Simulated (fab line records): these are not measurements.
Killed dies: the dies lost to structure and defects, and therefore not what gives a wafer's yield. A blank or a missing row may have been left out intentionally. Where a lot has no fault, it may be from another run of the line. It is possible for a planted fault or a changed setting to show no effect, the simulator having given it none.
The same fault as seen by 2 desks || flow sky130 || each desk has only its own numbers; what lay behind them comes last

## THE METROLOGY DESK
What the gauges read for every lot (on any tool): the sampled wafers with a number, averaged. Any lot whose mean is over 4 standard deviations away from the usual mean is out of limits and marked OUT; that distance is given in the brackets.
Columns: A = CONTACT_CVD_00_THK at SKY_CONTACT_THK_MEAS_01, usual 74.7 nm; B = VIA3_BOW at SKY_VIA3_BOW_MEAS_03, usual 81 um
{"lot": "L556", "first seen here": "day 30 10:40", "A": 75.1, "B": 85}
{"lot": "L557", "first seen here": "day 30 14:59", "A": 75.1, "B": 79}
{"lot": "L558", "first seen here": "day 30 20:36", "A": 74.5, "B": 72}
{"lot": "L559", "first seen here": "day 31 08:59", "A": 73.5, "B": 68}
{"lot": "L568", "first seen here": "day 34 09:49", "A": 74.9, "B": 85}
{"lot": "L572", "first seen here": "day 35 06:53", "A": 73.6, "B": 88}
{"lot": "L575", "first seen here": "day 36 10:13", "A": 74.3, "B": 80}
{"lot": "L576", "first seen here": "day 36 15:17", "A": 74.6, "B": 80}
{"lot": "L577", "first seen here": "day 37 06:04", "A": 73.8, "B": 74}
{"lot": "L578", "first seen here": "day 37 08:29", "A": 75.3, "B": 80}
{"lot": "L579", "first seen here": "day 38 19:36", "A": 74.8, "B": 72}
This desk's finding: nothing out of limits on any of the 11 lots.

## DESK OF THE TOOL OWNER: cmp-02
The tool's own readings at SKY_VIA3_CMP_02 (polishes SiO2): means of the sampled wafers that have a number, for each lot that ran on this tool. Any lot whose mean is over 4 standard deviations away from the usual mean is out of limits and marked OUT; that distance is given in the brackets.
Columns: A = motor_current_A at SKY_VIA3_CMP_02, usual 11.9 A
{"lot": "L556", "first seen here": "day 38 13:50", "A": 11.9}
{"lot": "L557", "first seen here": "day 38 17:25", "A": 11.7}
{"lot": "L559", "first seen here": "day 39 10:18", "A": 11.8}
{"lot": "L572", "first seen here": "day 43 00:08", "A": 11.8}
{"lot": "L575", "first seen here": "day 43 23:58", "A": 11.9}
{"lot": "L576", "first seen here": "day 44 03:58", "A": 11.5}
{"lot": "L578", "first seen here": "day 44 17:44", "A": 11.2}
{"lot": "L579", "first seen here": "day 46 00:19", "A": 11.6}
This desk's finding: nothing out of limits on any of the 8 lots.

## TAKEN TOGETHER
Nothing out of limits was seen by the metrology desk.
Nothing out of limits was seen by the tool owner's desk.

## WHAT THE SIMULATOR PUT IN
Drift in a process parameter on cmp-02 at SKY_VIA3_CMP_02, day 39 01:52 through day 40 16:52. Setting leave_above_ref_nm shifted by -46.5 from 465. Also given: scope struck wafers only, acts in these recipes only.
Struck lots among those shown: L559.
